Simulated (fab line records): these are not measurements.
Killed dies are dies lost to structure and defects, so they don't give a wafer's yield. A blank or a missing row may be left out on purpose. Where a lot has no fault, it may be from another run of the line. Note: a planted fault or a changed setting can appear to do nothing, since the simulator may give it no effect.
Matching of chambers ; flow gf180mcu ; GF_V5_CMP_26 on cmp-02: 4 sister chambers
The step polishes, stops on SiO2, t overpolish 15 s, target thk 0 nm. 4 wafers are shown with their chamber, then 8 later ones without.

== EACH WAFER AND ITS CHAMBER ==
wafer;chamber;motorCurrentA (A)
L740.1;3;12.1
L741.1;1;12.7
L741.3;2;10.8
L742.3;0;11.3

== WAFERS WITHOUT THEIR CHAMBER ==
wafer;motorCurrentA (A)
L742.4;10.7
L742.6;12.2
L744.2;12.5
L744.3;11.7
L744.6;12.2
L750.1;12.1
L750.3;10.8
L750.5;11.9

== WHICH CHAMBER EACH ONE RAN IN ==
wafer;from the rows above;in truth
L742.4;2;2
L742.6;3;3
L744.2;can't be placed: 1 or 3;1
L744.3;can't be placed: 0 or 3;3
L744.6;3;3
L750.1;3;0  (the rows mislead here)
L750.3;2;2
L750.5;3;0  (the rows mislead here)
Correct placement for 4 of the 8. Unplaceable from these rows: 2, with the true chamber sitting among the candidates in 2. Placed wrongly: 2.
How it was worked out, from the rows above alone: a wafer's distance from a chamber is the root of the sum, over the readings, of the square of ((its reading less the chamber's mean) divided by the reading's scatter). The wafer belongs to the nearest chamber; if the next one is less than 2 further off, it can't be placed. A chamber's mean is the mean of its shown wafers. The scatter: with one shown wafer a chamber, the root of the mean of the squares of how far each hidden wafer lies from its nearest shown one.
